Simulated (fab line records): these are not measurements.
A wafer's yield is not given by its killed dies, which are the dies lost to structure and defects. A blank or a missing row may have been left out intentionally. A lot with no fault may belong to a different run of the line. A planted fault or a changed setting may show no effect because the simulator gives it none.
The tool behind it: which one?    flow sky130    Sampling: 12 lots, 35 wafers, 2 of 708 route steps

## WHAT EACH GAUGE READ, for each wafer
SKY_VIA4_OVL_MEAS_11. Usual: for VIA4_OVL the level is -0.7 nm and the standard deviation is 1.2.
lot   measured      on          VIA4_OVL (nm)   flag
L199  day 42 19:56  overlay-02  -3.3 1.7 -0.6   
L202  day 43 20:25  overlay-02  -1.4 0.2 -0.5   
L203  day 43 23:17  overlay-02  -0.6 -0.3 -1.4  
L205  day 44 15:26  overlay-02  -1.7 0.7 0.0    
L206  day 44 21:07  overlay-01  -2.0 -1.0 -1.8  
L207  day 44 23:43  overlay-02  2.3 0.4         
L209  day 45 14:49  overlay-02  -0.5 -0.7 -3.0  
L213  day 46 22:54  overlay-02  -1.5 -3.9 -2.2  
L219  day 48 04:58  overlay-02  -1.2 -1.2 -0.1  
L220  day 48 07:36  overlay-02  -2.8 -1.8 0.0   
L221  day 48 12:16  overlay-02  -1.4 -0.1 1.3   
L222  day 48 16:07  overlay-01  -1.8 -1.3 -2.0  

## EACH LOT AND THE TOOL THAT RAN IT (in order: tool; ch and the chambers of the sampled wafers; start)
lot   SKY_METAL3_SPUTTER_02
L199  pvd-sputter-01, day 36 09:05
L202  pvd-sputter-01, day 37 10:54
L203  pvd-sputter-02, day 37 15:07
L205  pvd-sputter-01, day 38 10:30
L206  pvd-sputter-02, day 38 15:47
L207  pvd-sputter-01, day 38 20:35
L209  pvd-sputter-01, day 39 12:21
L213  pvd-sputter-02, day 41 01:47
L219  pvd-sputter-03, day 42 14:28
L220  pvd-sputter-01, day 42 17:14
L221  pvd-sputter-02, day 42 23:23
L222  pvd-sputter-01, day 43 03:40
- SKY_METAL3_SPUTTER_02: material AlCu, target thk 735 nm, time 39.1 s.

## AS READ BY THE TOOLS THEMSELVES (means over the sampled wafers that have a number; for cases with no such wafer, the mark the record gives instead)
SKY_METAL3_SPUTTER_02. Usual: cathode-dc-power-W 10600 W, standard deviation 2; throttle-valve-pct 29.7 %, standard deviation 1.
lot   tool            cathode-dc-power-W (W)  throttle-valve-pct (%)  flag
L199  pvd-sputter-01  10602                   29.7                    
L202  pvd-sputter-01  10600                   29.9                    
L203  pvd-sputter-02  10600                   28.7                    
L205  pvd-sputter-01  10598                   29.2                    
L206  pvd-sputter-02  10601                   29.5                    
L207  pvd-sputter-01  10598                   29.2                    
L209  pvd-sputter-01  10599                   29.4                    
L213  pvd-sputter-02  10601                   29.5                    
L219  pvd-sputter-03  10600                   30.3                    
L220  pvd-sputter-01  10600                   28.7                    
L221  pvd-sputter-02  10601                   30.4                    
L222  pvd-sputter-01  10601                   29.9                    

## THE ANSWER, worked out from the rows above alone
Rule: take the mean of a lot's wafers that have a number; if it is more than 3 standard deviations from the usual mean, the lot is off. Also off: a lot with no number at a reading for which 4 or more lots have one. The other lots that the step has rows for count as sound. First the gauges in route order, then the tools' own readings, where a lot's mean is used as printed above. At the first step where some lot is off, the reading lying furthest off is the one used; lots without a number count as furthest.
None of the lots is off at any reading shown; this tells nothing.

## WHAT WAS PUT IN BY THE SIMULATOR
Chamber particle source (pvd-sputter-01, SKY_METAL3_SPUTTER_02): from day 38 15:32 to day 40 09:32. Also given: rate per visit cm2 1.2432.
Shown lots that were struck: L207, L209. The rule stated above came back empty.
